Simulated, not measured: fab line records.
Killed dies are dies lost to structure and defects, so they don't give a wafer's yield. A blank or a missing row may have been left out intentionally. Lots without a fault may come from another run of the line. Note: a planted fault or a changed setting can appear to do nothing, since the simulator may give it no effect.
fab line records	flow sky130
record: lots: 5	wafers: 15	lastDay: 50
route steps=708 shown CAP2M@619 METAL4@621 VIA4@639
lots that met no fault: taken from a fault-free run of the same line
startH: hours from the record's opening day to when the first of the lot's shown wafers began	waitH: how many hours have passed since the lot's step before this one	" the same as in the row above	L1.1+2: a single row standing in for several wafers	- no value, or no start was given	* or withheld: withheld	< > ~ a bound
route shown NAME@n: NAME is a module with steps in the file, n the number in the route of the first one	usual: mean and standard deviation over wafers with no fault	same: alike in all rows	chamber/n: place in a boat	sites: each site's reading	_std_site: standard deviation across them	_edge_site: mean of outer sites minus mean of inner sites	radiusMm: for every site, how far away it sits from the centre of the wafer	mask NAME#n: copy n	behind: the most recent tool/chamber to have shaped the wafer	hold: the reason the lot was held/the length of the hold in hours/how it ended	device: the transistor (n, p or np) that didn't switch	end of line: at the end of the route, the tests of the same wafers	step lacking rows: just its recipe	killed: dies lost to structure and defects at the first sort, not the wafer's yield	map: a wafer's dies, marking killed ones x, the rest . and places with no die _
set.NAME: the setting the step ran with; set.NAME@STEP: the setting that earlier step ran with	model.NAME: the simulator's own value behind a step, which no gauge read
a table for each step, a row for each wafer; lots at some steps of the route
services: when a tool's chamber went out of use (startH, in hours from the record's first day, below 0 if earlier), for how many hours, and the reason
== steps ==
step: SKY_CAP2M_CLEAN_16
recipe: chemistry: IPA	timeS: 180	tempC: 25
usual: tempC: 25.01/0.11
lot.wafer	tool	chamber	startH	waitH	tempC
L074.1	wetBench-04	1	972.14	0.0	24.97
L074.2	"	1	"	"	25.16
L074.6	"	1	"	"	25.06
L078.1	wetBench-04	1	994.04	0.0	25.02
L078.5	"	1	"	"	25.05
L078.6	"	1	"	"	25.15
L085.4	wetBench-04	3	1034.49	0.0	25.08
L085.5	"	3	"	"	25.02
L085.6	"	3	"	"	25.04
L089.1	wetBench-01	1	1059.85	0.0	24.81
L089.2	"	1	"	"	24.97
L089.5	"	1	"	"	24.79
L095.1	wetBench-01	2	1105.61	0.0	25.00
L095.3	"	2	"	"	25.00
L095.6	"	2	"	"	24.96
step: SKY_CAP2M_CLEAN_17
recipe: chemistry: O3/DIW	dry: n2Spin
lot.wafer	tool	chamber	startH	waitH
L074.1+2+6	wetBench-04	2	972.19	0.0
L078.1+5+6	wetBench-01	1	994.10	0.0
L085.4+5+6	wetBench-01	1	1034.54	0.0
L089.1+2+5	wetBench-01	0	1059.91	0.0
L095.1+3+6	wetBench-01	1	1105.67	0.0
step: SKY_METAL4_DEHYDRATE_05
recipe: tempC: 200	timeS: 60
lot.wafer	tool	chamber	startH	waitH
L074.1+2+6	lithoTrack-01	0	983.13	10.8
L078.1+5+6	lithoTrack-02	0	1005.12	10.9
L085.4+5+6	lithoTrack-02	0	1045.69	11.1
L089.1+2+5	lithoTrack-01	0	1069.98	10.0
L095.1+3+6	lithoTrack-04	0	1115.71	9.9
step: SKY_METAL4_HMDS_06
recipe: primeTimeS: 60	primeTempC: 120
lot.wafer	tool	chamber	startH	waitH
L074.1+2+6	lithoTrack-01	0	983.28	0.1
L078.1+5+6	lithoTrack-02	0	1005.27	0.1
L085.4+5+6	lithoTrack-02	0	1045.84	0.1
L089.1+2+5	lithoTrack-01	0	1070.13	0.1
L095.1+3+6	lithoTrack-04	0	1115.86	0.1
step: SKY_METAL4_COAT_07
recipe: resist: BARC	tempC: withheld	timeS: withheld	spinRpm: 3000	resistThkNm: 60
usual: spinSpeedRpm: 2999.8/2.3
lot.wafer	tool	chamber	startH	waitH	spinSpeedRpm
L074.1	lithoTrack-01	0	983.43	0.1	3002.4
L074.2	"	0	"	"	2999.0
L074.6	"	0	"	"	3002.4
L078.1	lithoTrack-02	0	1005.42	0.1	3000.7
L078.5	"	0	"	"	3000.4
L078.6	"	0	"	"	2998.9
L085.4	lithoTrack-02	0	1045.99	0.1	3001.5
L085.5	"	0	"	"	2998.7
L085.6	"	0	"	"	3002.8
L089.1	lithoTrack-01	0	1070.28	0.1	2997.9
L089.2	"	0	"	"	2997.3
L089.5	"	0	"	"	2996.6
L095.1	lithoTrack-04	0	1116.01	0.1	2996.3
L095.3	"	0	"	"	2996.1
L095.6	"	0	"	"	3002.1
step: SKY_METAL4_COAT_08
recipe: resist: KrF-thick	spinRpm: 3000	resistThkNm: 1140
usual: spinSpeedRpm: 3000.0/2
lot.wafer	tool	chamber	startH	waitH	spinSpeedRpm
L074.1	lithoTrack-01	0	-	-	2998.1
L074.2	"	0	"	"	3000.9
L074.6	"	0	"	"	2998.9
L078.1	lithoTrack-02	0	-	-	3001.1
L078.5	"	0	"	"	3000.4
L078.6	"	0	"	"	2997.8
L085.4	lithoTrack-02	0	-	-	2999.5
L085.5	"	0	"	"	2998.8
L085.6	"	0	"	"	3002.1
L089.1	lithoTrack-01	0	-	-	3002.1
L089.2	"	0	"	"	3003.2
L089.5	"	0	"	"	3000.3
L095.1	lithoTrack-04	0	-	-	2999.1
L095.3	"	0	"	"	2998.8
L095.6	"	0	"	"	2995.9
step: SKY_METAL4_SOFTBAKE_09
recipe: tempC: 100	timeS: 90	resist: KrF-thick
lot.wafer	tool	chamber	startH	waitH
L074.1+2+6	lithoTrack-01	0	-	-
L078.1+5+6	lithoTrack-02	0	-	-
L085.4+5+6	lithoTrack-02	0	-	-
L089.1+2+5	lithoTrack-01	0	-	-
L095.1+3+6	lithoTrack-04	0	-	-
step: SKY_METAL4_EXPOSE_10
recipe: maskId: MM4	na: 0.68	sourceShape: annular	sigmaInner: 0.4	sigmaOuter: 0.8	targetCdNm: 300	doseMj: 28
same: sigmaInner: 0.4
lot.wafer	tool	chamber	startH	waitH	mask
L074.1+2+6	krfScanner-02	0	-	-	MM4#0
L078.1+5+6	krfScanner-02	0	-	-	MM4#0
L085.4+5+6	krfScanner-01	0	-	-	MM4#0
L089.1+2+5	krfScanner-02	0	-	-	MM4#0
L095.1+3+6	krfScanner-01	0	-	-	MM4#0
step: SKY_METAL4_PEB_11
recipe: pebTempC: withheld	pebTimeS: withheld	resist: KrF-thick
lot.wafer	tool	chamber	startH	waitH
L074.1+2+6	lithoTrack-04	0	-	-
L078.1+5+6	lithoTrack-02	0	-	-
L085.4+5+6	lithoTrack-01	0	-	-
L089.1+2+5	lithoTrack-01	0	-	-
L095.1+3+6	lithoTrack-01	0	-	-
step: SKY_METAL4_DEVELOP_12
recipe: developTimeS: 60	resist: KrF-thick	devTempC: 21
lot.wafer	tool	chamber	startH	waitH
L074.1+2+6	lithoTrack-04	0	-	-
L078.1+5+6	lithoTrack-02	0	-	-
L085.4+5+6	lithoTrack-01	0	-	-
L089.1+2+5	lithoTrack-01	0	-	-
L095.1+3+6	lithoTrack-01	0	-	-
step: SKY_METAL4_CD_MEAS_13
recipe: targetCdNm: 300
usual: cdNm: 299.6/1.4
lot.wafer	tool	chamber	startH	waitH	cdNm
L074.1	cdSem-01	-	996.05	-	297.8
L074.2	"	-	"	"	298.5
L074.6	"	-	"	"	298.5
L078.1	cdSem-01	-	1017.22	-	301.4
L078.5	"	-	"	"	299.9
L078.6	"	-	"	"	301.4
L085.4	cdSem-01	-	1056.54	-	298.9
L085.5	"	-	"	"	299.3
L085.6	"	-	"	"	300.6
L089.1	cdSem-02	-	1080.68	-	299.2
L089.2	"	-	"	"	299.3
L089.5	"	-	"	"	299.5
L095.1	cdSem-02	-	1126.13	-	298.5
L095.3	"	-	"	"	299.7
L095.6	"	-	"	"	300.0
step: SKY_METAL4_OVL_MEAS_14
usual: METAL4_OVL: 4/6
lot.wafer	tool	chamber	startH	waitH	METAL4_OVL[nm]
L074.1	overlay-02	-	996.17	0.1	0
L074.2	"	-	"	"	9
L074.6	"	-	"	"	2
L078.1	overlay-02	-	1017.34	0.1	7
L078.5	"	-	"	"	13
L078.6	"	-	"	"	8
L085.4	overlay-02	-	1056.62	0.1	-1
L085.5	"	-	"	"	3
L085.6	"	-	"	"	3
L089.1	overlay-01	-	1080.80	0.1	16
L089.2	"	-	"	"	6
L089.5	"	-	"	"	12
L095.1	overlay-02	-	1126.25	0.1	3
L095.3	"	-	"	"	4
L095.6	"	-	"	"	0
step: SKY_METAL4_DESCUM_15
recipe: chemistry: O2	sourcePowerW: 150	biasPowerW: 0	pressureMtorr: 10	tempC: 40	timeS: 8
usual: drypumpMotorCurrentA: 5.8/0.42	oesProductAu: 1.005/0.016	rfFwdPowerW: 146.7/0.61	tempC: 40.00/0.13
lot.wafer	tool	chamber	startH	waitH	drypumpMotorCurrentA	oesProductAu	rfFwdPowerW	rfHoursCounterH	tempC
L074.1	rieMetal-01	0	996.21	0.0	5.1	1.032	147.2	8	40.00
L074.2	"	1	"	"	5.9	0.999	146.4	19	39.98
L074.6	"	1	"	"	5.9	1.016	146.1	-	40.08
L078.1	rieMetal-01	1	1017.37	0.0	5.9	1.007	146.0	20	39.98
L078.5	"	0	"	"	5.1	1.034	146.6	-	40.07
L078.6	"	1	"	"	5.9	0.993	145.8	-	39.95
L085.4	rieMetal-03	0	1056.65	0.0	5.3	1.006	147.9	-	40.05
L085.5	"	1	"	"	6.0	1.009	146.2	-	39.91
L085.6	"	0	"	"	5.3	1.002	147.7	-	39.87
L089.1	rieMetal-01	1	1080.84	0.0	5.9	1.000	146.4	24	40.17
L089.2	"	0	"	"	5.1	1.031	146.6	13	40.08
L089.5	"	0	"	"	5.1	1.028	146.8	-	40.04
L095.1	rieMetal-02	1	1126.29	0.0	5.8	1.004	145.9	1	40.10
L095.3	"	0	"	"	6.3	0.987	147.5	-	40.21
L095.6	"	1	"	"	5.8	1.009	146.6	-	39.94
step: SKY_METAL4_ETCH_16
recipe: chemistry: N2/H2	target: BARC	ionEnergyEv: 200	biasW: 100	pressureMtorr: 30	n2FlowSccm: 100	h2FlowSccm: 200	icpW: 500	stopOn: SiO2	timeS: 88.2	targetDepthA: 600
usual: drypumpMotorCurrentA: 5.8/0.42	h2FlowSccm: 200.0/0.59	oesProductAu: 0.626/0.0048	rfFwdPowerW: 496.4/1.8	throttleValvePct: 13.205/0.0093
lot.wafer	tool	chamber	startH	waitH	drypumpMotorCurrentA	h2FlowSccm	oesProductAu	rfFwdPowerW	rfHoursCounterH	throttleValvePct
L074.1	rieMetal-01	0	996.24	0.0	5.1	200.3	0.624	498.2	8	13.219
L074.2	"	1	"	"	5.9	200.3	0.627	495.0	19	13.200
L074.6	"	1	"	"	5.9	199.7	0.622	494.9	-	13.207
L078.1	rieMetal-01	1	1017.40	0.0	5.9	199.5	0.625	497.0	20	13.196
L078.5	"	0	"	"	5.1	200.2	0.620	499.2	-	13.189
L078.6	"	1	"	"	5.9	198.9	0.619	494.6	-	13.196
L085.4	rieMetal-03	0	1056.70	0.0	5.3	199.9	0.627	498.0	-	13.202
L085.5	"	1	"	"	6.0	200.6	0.630	495.4	-	13.191
L085.6	"	0	"	"	5.3	200.7	0.634	500.4	-	13.220
L089.1	rieMetal-01	1	1080.87	0.0	5.9	199.7	0.625	496.4	24	13.198
L089.2	"	0	"	"	5.1	200.2	0.623	496.4	13	13.195
L089.5	"	0	"	"	5.1	200.3	0.628	495.5	-	13.201
L095.1	rieMetal-02	1	1126.32	0.0	5.8	200.4	0.627	495.8	1	13.219
L095.3	"	0	"	"	6.2	200.2	0.630	497.5	-	13.218
L095.6	"	1	"	"	5.9	200.2	0.621	494.5	-	13.203
step: SKY_METAL4_ETCH_17
recipe: target: SiO2	stopOn: TiN	chemistry: C4F8/O2/Ar	sourceW: 1500	biasW: 1200	pressureMtorr: 40	c4f8FlowSccm: withheld	O2_flow_sccm: 6	Ar_flow_sccm: 300	timeS: 3.9	targetDepthA: 150
usual: oesProductAu: 0.757/0.0075	rfFwdPowerW: 1468/7.9
lot.wafer	tool	chamber	startH	waitH	oesProductAu	rfFwdPowerW	rfHoursCounterH
L074.1	rieDiel-04	2	996.34	0.1	0.747	1462	19
L074.2	"	1	"	"	0.753	1460	10
L074.6	"	3	"	"	0.760	1459	-
L078.1	rieDiel-02	2	1017.50	0.1	0.746	1458	20
L078.5	"	3	"	"	0.773	1475	-
L078.6	"	2	"	"	0.756	1456	-
L085.4	rieDiel-01	3	1056.78	0.0	0.758	1481	-
L085.5	"	0	"	"	0.761	1473	-
L085.6	"	2	"	"	0.771	1456	-
L089.1	rieDiel-01	2	1080.97	0.1	0.763	1467	13
L089.2	"	3	"	"	0.763	1479	12
L089.5	"	0	"	"	0.757	1459	-
L095.1	rieDiel-02	2	1126.42	0.1	0.762	1462	24
L095.3	"	0	"	"	0.758	1463	7
L095.6	"	2	"	"	0.754	1462	-
step: SKY_METAL4_METAL_ETCH_18
recipe: targetDepthA: 8450	stopOn: SiO2	overEtchFrac: 0.3	timeS: 183.1	chemistry: Cl2/BCl3	resistSidewallDeg: 88	pressureMtorr: 10	icpW: 900	biasW: 48.5	Cl2_flow_sccm: 60	bcl3FlowSccm: 30
usual: drypumpMotorCurrentA: 5.7/0.43	mfcCl2Sccm: 60.01/0.15	oesProductAu: 0.864/0.0068	rfFwdPowerW: 896.4/2.8	throttleValvePct: 22.263/0.0091
lot.wafer	tool	chamber	startH	waitH	drypumpMotorCurrentA	mfcCl2Sccm	oesProductAu	rfFwdPowerW	rfHoursCounterH	throttleValvePct
L074.1	rieMetal-02	1	996.36	0.0	5.8	59.86	0.860	898.4	19	22.278
L074.2	"	0	"	"	6.2	59.86	0.862	896.4	11	22.262
L074.6	"	1	"	"	5.8	60.13	0.875	897.8	-	22.264
L078.1	rieMetal-03	1	1017.52	0.0	6.0	59.90	0.878	893.6	10	22.269
L078.5	"	1	"	"	6.0	60.29	0.873	891.0	-	22.252
L078.6	"	0	"	"	5.3	59.96	0.870	902.4	-	22.265
L085.4	rieMetal-02	0	1056.84	0.1	6.3	60.06	0.859	898.2	-	22.253
L085.5	"	1	"	"	5.8	59.89	0.861	902.9	-	22.267
L085.6	"	0	"	"	6.2	60.04	0.872	896.3	-	22.261
L089.1	rieMetal-02	0	1080.99	0.0	6.2	60.03	0.865	894.3	17	22.260
L089.2	"	1	"	"	5.8	59.94	0.857	895.8	25	22.263
L089.5	"	1	"	"	5.8	59.79	0.861	897.9	-	22.254
L095.1	rieMetal-01	0	1126.44	0.0	5.1	59.75	0.873	896.5	18	22.261
L095.3	"	0	"	"	5.1	60.06	0.877	894.2	-	22.274
L095.6	"	0	"	"	5.1	59.94	0.879	895.0	-	22.252
step: SKY_METAL4_STRIP_19
recipe: chemistry: O2/N2	powerW: 1400	pressureMtorr: 1500	platenTempC: withheld	o2FlowSccm: 3000	n2FlowSccm: 300	overashFraction: 0.5
usual: drypumpMotorCurrentA: 5.8/0.53	oesProductAu: 0.500/0.0067	stripTimeToEndpointS: 6.46/0.13
lot.wafer	tool	chamber	startH	waitH	drypumpMotorCurrentA	oesProductAu	rfHoursCounterH	stripTimeToEndpointS
L074.1	plasmaAsher-01	1	996.54	0.1	5.6	0.499	25	6.38
L074.2	"	0	"	"	6.4	0.504	25	6.62
L074.6	"	1	"	"	5.6	0.501	-	6.40
L078.1	plasmaAsher-03	1	1017.70	0.1	6.3	0.498	88	6.48
L078.5	"	1	"	"	6.3	0.500	-	6.44
L078.6	"	0	"	"	4.9	0.494	-	6.42
L085.4	plasmaAsher-03	1	1057.00	0.1	6.3	0.512	-	6.68
L085.5	"	1	"	"	6.3	0.503	-	6.51
L085.6	"	0	"	"	4.9	0.511	-	6.69
L089.1	plasmaAsher-03	1	1081.16	0.1	6.3	0.513	95	6.70
L089.2	"	0	"	"	4.9	0.492	95	6.40
L089.5	"	0	"	"	4.9	0.496	-	6.42
L095.1	plasmaAsher-01	1	1126.79	0.3	5.6	0.495	38	6.28
L095.3	"	0	"	"	6.4	0.497	-	6.29
L095.6	"	0	"	"	6.4	0.495	-	6.27
step: SKY_METAL4_STRIP_20
recipe: chemistry: postEtchResidueRemover	timeS: 1200	tempC: 72.5
usual: tempC: 72.50/0.12
lot.wafer	tool	chamber	startH	waitH	tempC
L074.1	wetBench-03	1	996.64	0.1	72.69
L074.2	"	1	"	"	72.69
L074.6	"	1	"	"	72.60
L078.1	wetBench-04	2	1017.80	0.1	72.54
L078.5	"	2	"	"	72.60
L078.6	"	2	"	"	72.65
L085.4	wetBench-04	3	1057.06	0.0	72.51
L085.5	"	3	"	"	72.63
L085.6	"	3	"	"	72.65
L089.1	wetBench-03	0	1081.26	0.1	72.43
L089.2	"	0	"	"	72.55
L089.5	"	0	"	"	72.56
L095.1	wetBench-02	2	1126.89	0.1	72.45
L095.3	"	2	"	"	72.39
L095.6	"	2	"	"	72.71
step: SKY_METAL4_CLEAN_21
recipe: chemistry: IPA	timeS: 180	tempC: 25
usual: tempC: 25.00/0.11
lot.wafer	tool	chamber	startH	waitH	tempC
L074.1	wetBench-02	2	997.01	0.0	25.06
L074.2	"	2	"	"	25.05
L074.6	"	2	"	"	24.80
L078.1	wetBench-03	3	1018.14	0.0	24.82
L078.5	"	3	"	"	24.84
L078.6	"	3	"	"	24.92
L085.4	wetBench-02	3	1057.40	0.0	25.10
L085.5	"	3	"	"	24.94
L085.6	"	3	"	"	25.01
L089.1	wetBench-04	2	1081.60	0.0	24.95
L089.2	"	2	"	"	25.01
L089.5	"	2	"	"	25.11
L095.1	wetBench-02	0	1127.23	0.0	25.00
L095.3	"	0	"	"	24.95
L095.6	"	0	"	"	24.93
step: SKY_METAL4_CLEAN_22
recipe: chemistry: O3/DIW	dry: n2Spin
lot.wafer	tool	chamber	startH	waitH
L074.1+2+6	wetBench-04	1	997.07	0.0
L078.1+5+6	wetBench-02	2	1018.20	0.0
L085.4+5+6	wetBench-03	0	1057.47	0.0
L089.1+2+5	wetBench-02	3	1081.66	0.0
L095.1+3+6	wetBench-02	3	1127.29	0.0
step: SKY_VIA4_HDPCVD_00
recipe: material: SiO2	targetThkNm: 1750	sigmaOpenFrac: 0.3	timeS: 291.7	tempC: 400	sih4FlowSccm: 60	pressureMtorr: 6
lot.wafer	tool	chamber	startH	waitH
L074.1+2+6	hdpcvd-01	0,2,1	997.16	0.0
L078.1+5+6	hdpcvd-01	1,1,2	1018.29	0.0
L085.4+5+6	hdpcvd-02	0,1,2	1057.65	0.1
L089.1+2+5	hdpcvd-02	0,2,1	1081.75	0.0
L095.1+3+6	hdpcvd-02	1,2,1	1127.38	0.0
step: SKY_VIA4_THK_MEAS_01
recipe: reads: SiO2_of_VIA4_HDPCVD_00
usual: VIA4_HDPCVD_THK: 1744/22
lot.wafer	tool	chamber	startH	waitH	VIA4_HDPCVD_THK[nm]
L074.1	filmMetro-03	-	997.34	0.1	1727
L074.2	"	-	"	"	1761
L074.6	"	-	"	"	1749
L078.1	filmMetro-01	-	1018.47	0.1	1742
L078.5	"	-	"	"	1756
L078.6	"	-	"	"	1765
L085.4	filmMetro-03	-	1057.77	0.0	1723
L085.5	"	-	"	"	1734
L085.6	"	-	"	"	1753
L089.1	filmMetro-03	-	1081.93	0.1	1738
L089.2	"	-	"	"	1767
L089.5	"	-	"	"	1735
L095.1	filmMetro-01	-	1127.56	0.1	1766
L095.3	"	-	"	"	1798
L095.6	"	-	"	"	1760
step: SKY_VIA4_CMP_02
recipe: material: SiO2	downForcePsi: 4	platenRpm: 60	padVelocityMS: 0.94248
usual: motorCurrentA: 11.3/0.62	slurryFilterDpKPa: 13.50/0.14
lot.wafer	tool	chamber	startH	waitH	motorCurrentA	slurryFilterDpKPa
L074.2	cmp-01	3	997.50	0.1	11.1	13.79
L074.1	"	0	"	"	11.1	13.63
L074.6	"	2	"	"	10.2	13.41
L078.1	cmp-02	1	1018.63	0.1	11.5	13.55
L078.6	"	3	"	"	11.5	13.43
L078.5	"	0	"	"	11.0	13.61
L085.4	cmp-02	0	1057.80	0.0	11.3	13.60
L085.6	"	0	"	"	11.2	13.60
L085.5	"	1	"	"	11.7	13.49
L089.1	cmp-01	1	1082.09	0.1	11.9	13.42
L089.2	"	2	"	"	10.2	13.60
L089.5	"	0	"	"	11.4	13.53
L095.1	cmp-02	3	1127.67	0.1	12.0	13.65
L095.3	"	1	"	"	11.7	13.46
L095.6	"	3	"	"	11.8	13.48
step: SKY_VIA4_BOW_MEAS_03
recipe: mode: bow
usual: VIA4_BOW: 80/7.6
lot.wafer	tool	chamber	startH	waitH	VIA4_BOW[um]
L074.1	filmMetro-03	-	997.70	0.1	89
L074.2	"	-	"	"	91
L074.6	"	-	"	"	86
L078.1	filmMetro-03	-	1018.83	0.1	78
L078.5	"	-	"	"	86
L078.6	"	-	"	"	91
L085.4	filmMetro-03	-	1058.16	0.3	89
L085.5	"	-	"	"	75
L085.6	"	-	"	"	74
L089.1	filmMetro-03	-	1082.29	0.1	72
L089.2	"	-	"	"	73
L089.5	"	-	"	"	75
L095.1	filmMetro-01	-	1127.92	0.2	80
L095.3	"	-	"	"	83
L095.6	"	-	"	"	100
step: SKY_VIA4_DEHYDRATE_04
recipe: tempC: 200	timeS: 60
lot.wafer	tool	chamber	startH	waitH
L074.1+2+6	lithoTrack-03	0	1008.74	11.0
L078.1+5+6	lithoTrack-04	0	1029.90	11.1
L085.4+5+6	lithoTrack-02	0	1068.59	10.4
L089.1+2+5	lithoTrack-02	0	1092.22	9.9
L095.1+3+6	lithoTrack-03	0	1137.04	9.1
step: SKY_VIA4_HMDS_05
recipe: primeTimeS: 60	primeTempC: 120
lot.wafer	tool	chamber	startH	waitH
L074.1+2+6	lithoTrack-03	0	1008.89	0.1
L078.1+5+6	lithoTrack-04	0	1030.05	0.1
L085.4+5+6	lithoTrack-02	0	1068.74	0.1
L089.1+2+5	lithoTrack-02	0	1092.37	0.1
L095.1+3+6	lithoTrack-03	0	1137.19	0.1
step: SKY_VIA4_COAT_06
recipe: resist: NOVOLAK	spinRpm: 3000	resistThkNm: 1140
usual: spinSpeedRpm: 2999.9/2.3
lot.wafer	tool	chamber	startH	waitH	spinSpeedRpm
L074.1	lithoTrack-03	0	1009.04	0.1	3002.0
L074.2	"	0	"	"	2999.8
L074.6	"	0	"	"	2992.7
L078.1	lithoTrack-04	0	1030.20	0.1	3001.5
L078.5	"	0	"	"	2997.0
L078.6	"	0	"	"	3000.3
L085.4	lithoTrack-02	0	1068.89	0.1	2999.2
L085.5	"	0	"	"	2996.5
L085.6	"	0	"	"	2996.0
L089.1	lithoTrack-02	0	1092.52	0.1	3000.0
L089.2	"	0	"	"	3002.4
L089.5	"	0	"	"	2999.7
L095.1	lithoTrack-03	0	1137.34	0.1	3004.7
L095.3	"	0	"	"	3004.9
L095.6	"	0	"	"	3002.3
== services ==
tool	chamber	startH	hours	kind
cmp-01	-	948.71	2.7	repair
hdpcvd-01	-	950.25	15.0	pm
cmp-01	-	953.87	1.0	repair
rieDiel-02	1	955.59	1.4	repair
wetBench-02	-	957.49	2.0	repair
rieMetal-03	1	966.46	2.9	repair
krfScanner-01	-	967.33	1.0	repair
rieDiel-01	0	968.67	1.9	repair
krfScanner-02	-	970.99	0.9	repair
plasmaAsher-01	-	975.79	6.1	repair
krfScanner-02	-	982.54	1.3	pm
krfScanner-02	-	995.01	0.2	repair
rieDiel-01	0	1002.78	9.4	repair
krfScanner-01	-	1007.77	0.8	pm
rieMetal-03	0	1014.92	2.2	repair
krfScanner-01	-	1016.12	1.3	pm
krfScanner-02	-	1050.26	0.8	pm
cmp-02	-	1084.00	4.0	pm
krfScanner-02	-	1085.35	4.4	pm
krfScanner-02	-	1103.77	1.0	pm
rieMetal-01	-	1106.04	1.6	repair
rieMetal-03	-	1126.13	2.8	pm
rieMetal-01	-	1130.77	2.8	pm
cmp-02	-	1136.23	13.7	pm
== key ==
fault none
